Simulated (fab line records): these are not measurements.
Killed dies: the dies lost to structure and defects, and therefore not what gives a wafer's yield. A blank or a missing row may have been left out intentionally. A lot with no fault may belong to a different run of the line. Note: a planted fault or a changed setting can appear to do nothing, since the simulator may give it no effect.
fab line records | flow sky130
record: lots: 12 wafers: 36 lastDay: 50
route steps=708 shown VT_ADJUST_LVTN@117 LDD_N@250 LDD_P@262 LDD_LDN@301 PAD_OPEN@708
lots that met no fault: from a run of the same line without faults
startH: hours from the record's opening day to when the first of the lot's shown wafers began | waitH: hours from the lot's prior step to this one | " same as the row above | L1.1+2: a single row standing in for several wafers | - no value present, or no start provided | * or withheld: withheld | < > ~ a bound
route shown NAME@n: names a module that has steps shown in the file, with the first one's number in the route | usual: the fault-free wafers' mean and standard deviation | same: alike in all rows | chamber/n: place in a boat | sites: each site's reading | _std_site: standard deviation of those values | _edge_site: outer sites' mean less inner sites' | radiusMm: for every site, how far away it sits from the centre of the wafer | mask NAME#n: copy n | behind: the most recent tool/chamber to have shaped the wafer | hold: why the lot went on hold/how many hours it stayed there/how the hold came to an end | device: the n, p or np transistor that did not switch | end of line: the tests these same wafers got at the end of their route | step lacking rows: just its recipe | killed: the dies lost at the first sort to structure and to defects; this is not the yield of the wafer | map: a wafer's dies, x killed, . not, _ none there
set.NAME: the setting the step ran with; set.NAME@STEP: the setting that earlier step ran with | model.NAME: the simulator's own value behind a step, which no gauge read
one table for each step of the route and one row for each wafer, over a sample of lots
services: when a tool's chamber went out of use (startH, in hours from the record's first day, below 0 if earlier), for how many hours, and the reason
== steps ==
step: SKY_VT_ADJUST_LVTN_STRIP_20
recipe: chemistry: O2/N2 powerW: 1400 pressureMtorr: 1500 platenTempC: withheld o2FlowSccm: 3000 n2FlowSccm: 300 overashFraction: 0.5
usual: chamberPressureMTorr: 1499.9/1.3 drypumpMotorCurrentA: 5.6/0.48 oesProductAu: 0.715/0.0042 stripTimeToEndpointS: 14.16/0.043
same: overashFraction: 0.5
columns lot.wafer tool chamber startH waitH chamberPressureMTorr drypumpMotorCurrentA oesProductAu rfHoursCounterH stripTimeToEndpointS
L109.1 plasmaAsher-01 1 163.96 0.1 1498.6 5.4 0.715 48 14.16
L109.2 " 0 " " 1499.2 5.1 0.712 48 14.17
L109.5 " 0 " " 1499.3 5.1 0.714 - 14.14
L110.2 plasmaAsher-03 0 168.46 0.1 1499.7 5.3 0.715 5 14.18
L110.3 " 1 " " 1499.6 4.9 0.716 - 14.16
L110.5 " 0 " " 1499.9 5.3 0.720 - 14.20
L111.3 plasmaAsher-03 1 172.84 0.1 1499.6 4.8 0.711 - 14.19
L111.5 " 1 " " 1500.1 4.8 0.719 - 14.18
L111.6 " 0 " " 1500.4 5.3 0.713 - 14.15
L120.3 plasmaAsher-04 1 243.54 0.1 1497.3 6.3 0.716 - 14.13
L120.4 " 0 " " 1503.6 5.8 0.710 - 14.13
L120.5 " 1 " " 1499.5 6.2 0.718 - 14.11
L121.1 plasmaAsher-01 1 251.35 0.1 1499.1 5.4 0.712 57 14.20
L121.4 " 1 " " 1499.3 5.5 0.723 - 14.25
L121.5 " 1 " " 1498.8 5.4 0.709 - 14.21
L122.2 plasmaAsher-01 0 253.17 0.1 1501.0 5.1 0.709 57 14.16
L122.3 " 0 " " 1501.3 5.1 0.715 - 14.19
L122.6 " 0 " " 1501.1 5.1 0.714 - 14.21
L124.1 plasmaAsher-04 0 265.20 0.1 1502.1 5.8 0.718 58 14.19
L124.2 " 1 " " 1499.3 6.2 0.722 58 14.13
L124.5 " 0 " " 1500.6 5.9 0.715 - 14.16
L126.2 plasmaAsher-04 0 283.65 0.1 1501.9 5.9 0.721 60 14.18
L126.4 " 0 " " 1500.3 5.8 0.711 - 14.14
L126.5 " 1 " " 1500.0 6.2 0.717 - 14.16
L127.1 plasmaAsher-04 0 285.32 0.1 1498.7 5.9 0.725 60 14.20
L127.2 " 1 " " 1502.3 6.3 0.717 60 14.19
L127.6 " 0 " " 1502.2 5.9 0.716 - 14.23
L129.2 plasmaAsher-04 1 300.05 0.1 1499.2 6.2 0.716 62 14.16
L129.4 " 1 " " 1500.2 6.2 0.721 - 14.19
L129.6 " 1 " " 1501.5 6.2 0.709 - 14.17
L130.1 plasmaAsher-03 1 317.65 0.1 1500.1 4.9 0.720 18 14.19
L130.3 " 0 " " 1497.9 5.3 0.715 - 14.20
L130.6 " 1 " " 1499.5 4.9 0.720 - 14.16
L131.1 plasmaAsher-01 0 323.45 0.1 1502.9 5.1 0.711 64 14.11
L131.2 " 1 " " 1500.5 5.4 0.713 64 14.16
L131.4 " 0 " " 1499.4 5.1 0.712 - 14.17
step: SKY_LDD_N_IMPLANT_13
recipe: species: BF2 energyKev: 50 doseCm2: 5e+12 tiltDeg: 30 rotationDeg: 90
usual: beamEnergyKeV: 50.000/0.016 beamOnS: 10.02/0.23 tiltDeg: 29.994/0.018
columns lot.wafer tool chamber startH waitH beamEnergyKeV beamOnS tiltDeg
L109.1 implanter-01 0 402.85 0.1 50.014 9.77 29.985
L109.2 " 0 " " 50.010 9.91 29.974
L109.5 " 0 " " 49.994 10.10 30.005
L110.2 implanter-01 0 412.03 0.1 49.995 10.17 29.976
L110.3 " 0 " " 49.967 10.03 30.008
L110.5 " 0 " " 49.979 9.83 29.992
L111.3 implanter-02 0 415.35 0.1 50.026 9.87 29.996
L111.5 " 0 " " 50.034 9.84 29.976
L111.6 " 0 " " 50.010 9.81 29.984
L120.3 implanter-04 0 513.85 0.1 50.023 10.06 29.973
L120.4 " 0 " " 50.013 10.29 29.981
L120.5 " 0 " " 49.995 9.88 29.994
L121.1 implanter-02 0 517.15 0.1 50.016 9.92 0.021
L121.4 " 0 " " 49.986 10.00 0.004
L121.5 " 0 " " 50.012 10.08 -0.005
L122.2 implanter-02 0 526.32 0.1 49.986 10.08 -0.027
L122.3 " 0 " " 49.976 10.45 -0.019
L122.6 " 0 " " 49.982 9.96 -0.012
L124.1 implanter-01 0 538.35 0.1 49.978 9.63 30.001
L124.2 " 0 " " 49.993 10.09 29.984
L124.5 " 0 " " 49.996 9.85 29.993
L126.2 implanter-01 0 559.17 0.1 49.986 9.64 30.001
L126.4 " 0 " " 49.989 10.24 29.993
L126.5 " 0 " " 49.997 9.84 29.996
L127.1 implanter-01 0 560.74 0.1 50.014 10.01 29.958
L127.2 " 0 " " 49.998 9.62 29.963
L127.6 " 0 " " 50.004 9.89 30.008
L129.2 implanter-04 0 581.43 0.1 49.997 10.24 30.010
L129.4 " 0 " " 49.976 10.27 29.991
L129.6 " 0 " " 49.990 10.13 29.999
L130.1 implanter-02 0 606.54 0.1 50.004 10.15 30.022
L130.3 " 0 " " 50.022 10.26 30.000
L130.6 " 0 " " 49.992 10.04 30.004
L131.1 implanter-04 0 607.28 0.1 50.011 10.34 30.001
L131.2 " 0 " " 50.024 10.21 29.999
L131.4 " 0 " " 50.001 9.88 29.982
step: SKY_LDD_P_CD_MEAS_07
recipe: targetCdNm: 380
usual: cdNm: 379.9/2.3
columns lot.wafer tool chamber startH waitH cdNm
L109.1 cdSem-01 - 432.83 0.1 378.3
L109.2 " - " " 376.9
L109.5 " - " " 377.4
L110.2 cdSem-01 - 442.68 0.1 382.0
L110.3 " - " " 379.8
L110.5 " - " " 378.8
L111.3 cdSem-02 - 446.46 0.1 376.6
L111.5 " - " " 377.2
L111.6 " - " " 379.9
L120.3 cdSem-01 - 544.15 0.1 384.3
L120.4 " - " " 382.0
L120.5 " - " " 382.8
L121.1 cdSem-02 - 547.96 0.1 376.8
L121.4 " - " " 378.7
L121.5 " - " " 376.5
L122.2 cdSem-01 - 556.65 0.1 378.7
L122.3 " - " " 379.3
L122.6 " - " " 380.7
L124.1 cdSem-02 - 568.71 0.1 380.1
L124.2 " - " " 376.6
L124.5 " - " " 379.4
L126.2 cdSem-02 - 588.84 0.1 378.9
L126.4 " - " " 380.7
L126.5 " - " " 382.3
L127.1 cdSem-02 - 590.68 0.1 382.7
L127.2 " - " " 381.5
L127.6 " - " " 382.2
L129.2 cdSem-01 - 610.85 0.2 380.4
L129.4 " - " " 379.5
L129.6 " - " " 380.2
L130.1 cdSem-01 - 636.11 0.1 376.7
L130.3 " - " " 377.2
L130.6 " - " " 377.1
L131.1 cdSem-02 - 636.48 0.1 381.5
L131.2 " - " " 382.6
L131.4 " - " " 380.8
step: SKY_LDD_LDN_STRIP_12
recipe: chemistry: O2/N2 powerW: 1400 pressureMtorr: 1500 platenTempC: withheld o2FlowSccm: 3000 n2FlowSccm: 300 overashFraction: 0.5
usual: chamberPressureMTorr: 1500.2/1.3 drypumpMotorCurrentA: 5.4/0.48 oesProductAu: 0.716/0.0043 stripTimeToEndpointS: 14.19/0.042
same: overashFraction: 0.5
columns lot.wafer tool chamber startH waitH chamberPressureMTorr drypumpMotorCurrentA oesProductAu rfHoursCounterH stripTimeToEndpointS
L109.1 plasmaAsher-04 0 524.79 0.1 1502.0 5.9 0.712 9 14.17
L109.2 " 1 " " 1502.9 6.2 0.716 9 14.14
L109.5 " 1 " " 1499.4 6.2 0.715 - 14.19
L110.2 plasmaAsher-04 0 535.10 0.1 1502.3 5.9 0.711 11 14.18
L110.3 " 0 " " 1497.8 5.9 0.709 - 14.14
L110.5 " 1 " " 1500.5 6.2 0.715 - 14.12
L111.3 plasmaAsher-01 1 537.98 0.1 1502.5 5.4 0.715 - 14.18
L111.5 " 0 " " 1498.9 5.1 0.708 - 14.16
L111.6 " 1 " " 1500.3 5.4 0.718 - 14.11
L120.3 plasmaAsher-03 1 632.33 0.1 1498.9 4.8 0.705 - 14.16
L120.4 " 0 " " 1502.0 5.3 0.714 - 14.15
L120.5 " 1 " " 1501.0 4.9 0.707 - 14.14
L121.1 plasmaAsher-03 0 635.65 0.1 1500.7 5.3 0.714 51 14.23
L121.4 " 0 " " 1502.1 5.3 0.723 - 14.24
L121.5 " 1 " " 1502.0 4.8 0.725 - 14.19
L122.2 plasmaAsher-03 1 645.85 0.1 1499.4 4.8 0.721 52 14.22
L122.3 " 0 " " 1500.1 5.3 0.720 - 14.19
L122.6 " 0 " " 1500.3 5.3 0.721 - 14.23
L124.1 plasmaAsher-03 1 658.00 0.1 1499.5 4.9 0.719 54 14.25
L124.2 " 0 " " 1500.1 5.3 0.722 54 14.17
L124.5 " 1 " " 1500.0 4.9 0.722 - 14.24
L126.2 plasmaAsher-04 1 675.90 0.1 1500.4 6.2 0.721 24 14.11
L126.4 " 0 " " 1501.7 5.8 0.713 - 14.14
L126.5 " 1 " " 1497.5 6.3 0.714 - 14.10
L127.1 plasmaAsher-03 0 678.55 0.1 1499.1 5.2 0.714 56 14.19
L127.2 " 1 " " 1500.8 4.9 0.708 56 14.14
L127.6 " 1 " " 1501.8 4.9 0.714 - 14.17
L129.2 plasmaAsher-04 0 696.90 0.1 1499.5 5.8 0.716 27 14.27
L129.4 " 0 " " 1499.8 5.8 0.721 - 14.19
L129.6 " 1 " " 1500.2 6.2 0.712 - 14.25
L130.1 plasmaAsher-01 1 720.55 0.1 1499.1 5.4 0.716 104 14.17
L130.3 " 1 " " 1501.8 5.4 0.716 - 14.15
L130.6 " 0 " " 1500.6 5.1 0.719 - 14.13
L131.1 plasmaAsher-04 0 721.59 0.1 1501.7 5.9 0.714 30 14.20
L131.2 " 1 " " 1500.0 6.2 0.714 30 14.21
L131.4 " 0 " " 1501.7 5.8 0.717 - 14.14
step: SKY_PAD_OPEN_PROBE_99
usual: killed_at_M0_to_M3: 44/6.5 killed_at_M4_up: 3.3/1.7 killedAtContacts: 25/5.3 killedAtFrontEnd: 15/5 killedAtOther: 0.2/0.47 killedDies: 87/9.9 killedOpen: 47/8 killedShort: 39/6.1
same: grossDies: 492 killedAtBackSide: 0
columns lot.wafer tool chamber startH waitH killed_at_M0_to_M3 killed_at_M4_up killedAtContacts killedAtFrontEnd killedAtOther killedDies killedOpen killedShort
L109.1 prober-01 - 1075.39 0.1 51 1 26 23 0 101 62 39
L109.2 prober-01 - 1075.44 0.1 62 4 23 12 0 101 63 38
L109.5 prober-01 - 1075.59 0.2 43 0 26 23 0 92 57 35
L111.3 prober-01 - 1085.83 0.2 44 1 34 12 0 91 53 38
L111.5 prober-01 - 1085.93 0.2 51 3 39 12 0 105 61 44
L111.6 prober-01 - 1085.98 0.2 43 1 16 7 0 67 28 39
L121.1 prober-01 - 1151.22 0.1 47 5 25 13 0 90 43 47
L121.4 prober-01 - 1151.37 0.2 43 4 23 23 0 93 55 38
L121.5 prober-01 - 1151.42 0.2 33 2 19 15 0 69 36 33
L122.2 prober-02 - 1154.28 0.1 46 1 26 23 0 96 58 38
L126.2 prober-01 - 1173.17 0.1 36 7 19 9 0 71 37 34
L126.4 prober-01 - 1173.27 0.2 52 1 24 18 1 96 60 36
L126.5 prober-01 - 1173.32 0.2 50 2 21 19 0 92 45 47
L127.1 prober-01 - 1176.18 0.1 51 6 26 8 0 91 43 48
L127.2 prober-01 - 1176.23 0.1 48 1 29 8 0 86 43 43
L127.6 prober-01 - 1176.43 0.2 47 4 20 10 0 81 40 41
L129.2 prober-01 - 1188.87 0.1 35 2 24 11 0 72 43 29
L129.4 prober-01 - 1188.97 0.2 54 3 25 10 0 92 43 49
L129.6 prober-01 - 1189.07 0.2 43 4 25 11 0 83 50 33
L130.1 prober-01 - 1202.13 0.1 44 2 19 22 0 87 54 33
L130.3 prober-01 - 1202.23 0.2 43 2 30 15 0 90 45 45
L130.6 prober-01 - 1202.38 0.2 47 5 19 18 0 89 50 39
L131.1 prober-02 - 1203.63 0.1 44 1 28 16 1 90 49 41
L131.2 prober-02 - 1203.68 0.1 35 6 33 16 0 90 48 42
L131.4 prober-02 - 1203.78 0.2 36 4 31 11 2 84 43 41
killed by level:class
L109.1 CONTACT:geometricParticle:open=13 VIA1:geometricParticle:open=13 FIELD_ISO:geometricParticle:short=8 FIELD_ISO:geometricParticle:open=8 LI_CONTACT:geometricParticle:open=8 VIA2:geometricParticle:open=7 VIA1:geometricParticle:short=6 POLY_GATE:geometricParticle:short=5
L109.2 VIA2:geometricParticle:open=12 CONTACT:geometricParticle:open=11 VIA1:geometricParticle:open=10 VIA3:geometricParticle:open=9 VIA1:geometricParticle:short=8 METAL1:geometricParticle:short=8 LI_CONTACT:geometricParticle:open=5 VIA3:geometricParticle:short=5
L109.5 VIA1:geometricParticle:open=12 CONTACT:geometricParticle:open=8 FIELD_ISO:geometricParticle:open=8 LI_CONTACT:geometricParticle:open=8 POLY_GATE:geometricParticle:open=6 VIA2:geometricParticle:open=6 METAL1:geometricParticle:short=5 VIA1:geometricParticle:short=5
L111.3 CONTACT:geometricParticle:open=14 LI_CONTACT:geometricParticle:open=11 VIA2:geometricParticle:open=10 METAL1:geometricParticle:short=7 VIA1:geometricParticle:open=6 CONTACT:geometricParticle:short=6 VIA3:geometricParticle:open=6 VIA1:geometricParticle:short=4
L111.5 VIA1:geometricParticle:open=16 CONTACT:geometricParticle:open=13 VIA3:geometricParticle:open=10 LI_CONTACT:geometricParticle:open=9 CONTACT:geometricParticle:short=9 METAL1:geometricParticle:short=7 LOCAL_INTERCONNECT:geometricParticle:short=5 POLY_GATE:geometricParticle:short=4
L111.6 VIA1:geometricParticle:open=12 METAL1:geometricParticle:short=8 CONTACT:geometricParticle:short=7 CONTACT:geometricParticle:open=4 VIA1:geometricParticle:short=4 VIA3:geometricParticle:open=4 FIELD_ISO:geometricParticle:short=3 LI_CONTACT:geometricParticle:open=3
L121.1 VIA1:geometricParticle:open=15 CONTACT:geometricParticle:open=11 METAL2:geometricParticle:short=8 FIELD_ISO:geometricParticle:short=7 VIA1:geometricParticle:short=7 CONTACT:geometricParticle:short=6 VIA3:geometricParticle:open=6 LOCAL_INTERCONNECT:geometricParticle:short=4
L121.4 VIA1:geometricParticle:open=10 LI_CONTACT:geometricParticle:open=9 CONTACT:geometricParticle:open=9 FIELD_ISO:geometricParticle:short=6 FIELD_ISO:geometricParticle:open=6 POLY_GATE:geometricParticle:open=6 VIA3:geometricParticle:open=6 VIA1:geometricParticle:short=5
L121.5 LI_CONTACT:geometricParticle:open=7 VIA1:geometricParticle:open=6 VIA1:geometricParticle:short=6 LI_CONTACT:geometricParticle:short=5 CONTACT:geometricParticle:open=4 METAL2:geometricParticle:short=4 METAL1:geometricParticle:short=4 FIELD_ISO:geometricParticle:open=3
L122.2 CONTACT:geometricParticle:open=13 VIA3:geometricParticle:open=10 VIA1:geometricParticle:open=9 FIELD_ISO:geometricParticle:open=7 FIELD_ISO:geometricParticle:short=6 METAL1:geometricParticle:short=5 SPACER:geometricParticle:open=4 LI_CONTACT:geometricParticle:short=4
L126.2 VIA1:geometricParticle:open=8 CONTACT:geometricParticle:open=7 METAL1:geometricParticle:short=7 VIA2:geometricParticle:open=6 METAL4:geometricParticle:short=6 LI_CONTACT:geometricParticle:open=4 METAL2:geometricParticle:short=4 POLY_GATE:geometricParticle:open=3
L126.4 CONTACT:geometricParticle:open=12 VIA1:geometricParticle:open=10 POLY_GATE:geometricParticle:open=8 METAL2:geometricParticle:short=8 VIA2:geometricParticle:open=7 FIELD_ISO:geometricParticle:open=6 VIA1:geometricParticle:short=6 VIA3:geometricParticle:open=6
L126.5 METAL1:geometricParticle:short=11 VIA1:geometricParticle:short=10 CONTACT:geometricParticle:open=10 VIA3:geometricParticle:open=7 FIELD_ISO:geometricParticle:open=6 METAL2:geometricParticle:short=6 VIA1:geometricParticle:open=6 LI_CONTACT:geometricParticle:open=5
L127.1 METAL2:geometricParticle:short=11 CONTACT:geometricParticle:open=8 VIA1:geometricParticle:open=8 METAL1:geometricParticle:short=7 VIA3:geometricParticle:open=7 LI_CONTACT:geometricParticle:open=6 CONTACT:geometricParticle:short=6 VIA2:geometricParticle:short=5
L127.2 VIA1:geometricParticle:open=9 METAL2:geometricParticle:short=9 LI_CONTACT:geometricParticle:open=8 CONTACT:geometricParticle:open=8 VIA2:geometricParticle:open=8 METAL1:geometricParticle:short=7 CONTACT:geometricParticle:short=6 VIA3:geometricParticle:short=5
L127.6 VIA1:geometricParticle:open=12 CONTACT:geometricParticle:open=8 VIA2:geometricParticle:short=6 METAL2:geometricParticle:short=6 CONTACT:geometricParticle:short=5 VIA3:geometricParticle:short=5 VIA3:geometricParticle:open=5 VIA2:geometricParticle:open=4
L129.2 VIA1:geometricParticle:open=11 LI_CONTACT:geometricParticle:open=10 FIELD_ISO:geometricParticle:open=6 METAL1:geometricParticle:short=5 VIA1:geometricParticle:short=5 POLY_GATE:geometricParticle:short=4 CONTACT:geometricParticle:open=4 VIA3:geometricParticle:open=4
L129.4 VIA1:geometricParticle:open=15 CONTACT:geometricParticle:open=9 METAL1:geometricParticle:short=9 VIA1:geometricParticle:short=8 VIA2:geometricParticle:open=6 LI_CONTACT:geometricParticle:open=5 LOCAL_INTERCONNECT:geometricParticle:short=5 METAL2:geometricParticle:short=5
L129.6 CONTACT:geometricParticle:open=12 VIA1:geometricParticle:open=11 VIA3:geometricParticle:open=9 CONTACT:geometricParticle:short=7 VIA1:geometricParticle:short=5 VIA2:geometricParticle:open=4 METAL1:geometricParticle:short=4 FIELD_ISO:geometricParticle:open=3
L130.1 VIA1:geometricParticle:open=13 CONTACT:geometricParticle:open=9 FIELD_ISO:geometricParticle:open=6 FIELD_ISO:geometricParticle:short=5 VIA3:geometricParticle:open=5 VIA2:geometricParticle:open=5 VIA3:geometricParticle:short=5 POLY_GATE:geometricParticle:open=4
L130.3 CONTACT:geometricParticle:open=10 VIA1:geometricParticle:open=10 VIA1:geometricParticle:short=7 LI_CONTACT:geometricParticle:open=7 METAL1:geometricParticle:short=5 VIA2:geometricParticle:open=5 FIELD_ISO:geometricParticle:short=4 LI_CONTACT:geometricParticle:short=4
L130.6 VIA1:geometricParticle:open=14 FIELD_ISO:geometricParticle:short=8 CONTACT:geometricParticle:open=8 METAL1:geometricParticle:short=7 VIA1:geometricParticle:short=6 VIA2:geometricParticle:open=6 VIA3:geometricParticle:open=6 LOCAL_INTERCONNECT:geometricParticle:short=5
L131.1 VIA1:geometricParticle:open=11 LI_CONTACT:geometricParticle:open=9 LOCAL_INTERCONNECT:geometricParticle:short=8 VIA2:geometricParticle:open=7 CONTACT:geometricParticle:short=6 VIA3:geometricParticle:open=6 METAL1:geometricParticle:short=5 FIELD_ISO:geometricParticle:open=4
L131.2 CONTACT:geometricParticle:open=14 VIA1:geometricParticle:open=8 LOCAL_INTERCONNECT:geometricParticle:short=8 METAL2:geometricParticle:short=8 VIA3:geometricParticle:open=8 CONTACT:geometricParticle:short=5 FIELD_ISO:geometricParticle:short=4 LI_CONTACT:geometricParticle:open=4
L131.4 CONTACT:geometricParticle:open=13 VIA1:geometricParticle:open=9 METAL2:geometricParticle:short=8 LI_CONTACT:geometricParticle:open=5 CONTACT:geometricParticle:short=5 VIA2:geometricParticle:open=5 VIA3:geometricParticle:open=5 LOCAL_INTERCONNECT:geometricParticle:short=4
== services ==
columns tool chamber startH hours kind
implanter-02 - 147.25 3.2 repair
implanter-01 - 151.58 2.1 repair
implanter-02 - 153.69 2.9 pm
implanter-01 - 197.09 13.6 pm
implanter-01 - 252.97 3.5 pm
plasmaAsher-03 - 288.54 15.6 pm
plasmaAsher-01 - 296.90 3.4 repair
implanter-01 - 302.80 3.9 repair
implanter-01 - 378.46 6.7 repair
plasmaAsher-01 - 385.87 9.0 repair
plasmaAsher-04 - 391.16 14.6 pm
plasmaAsher-04 - 408.50 2.8 pm
implanter-01 - 421.14 3.7 repair
plasmaAsher-04 - 421.25 9.0 pm
implanter-01 - 469.80 2.2 repair
plasmaAsher-03 - 512.74 3.2 repair
implanter-01 - 515.46 3.9 repair
plasmaAsher-01 - 559.89 14.6 pm
plasmaAsher-04 - 578.12 1.9 repair
plasmaAsher-04 - 599.83 4.3 repair
implanter-01 - 676.35 4.5 pm
plasmaAsher-03 - 683.60 22.6 repair
plasmaAsher-03 - 697.75 12.0 repair
plasmaAsher-03 - 709.78 14.6 pm
== key ==
firstSign: step: SKY_LDD_N_IMPLANT_13 reading: tiltDeg direction: down sigmas: 99+ usual: * struck: *
effect none on later readings
metAt SKY_LDD_N_IMPLANT_13
struckLots L121,L122
testerLeftOut L121,L122
notActingAt SKY_VT_ADJUST_LVTN_STRIP_20,SKY_LDD_P_CD_MEAS_07,SKY_LDD_LDN_STRIP_12
onsetBetween 415.35 517.15
fault: kind: processParameterDrift tool: implanter-02 chamber: - onsetH: 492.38 steps: SKY_LDD_N_IMPLANT_13 channel: tiltDeg offset: * shape: step endH: 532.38 actsIn: * stated: *
testerLeftOut: of these lots the tester's yield and bins aren't shown, on N5 and GAA mostly nor the transistor test; their killed dies are dies lost to structure and defects alone, not to doping, threshold or leakage, so they don't give the yield
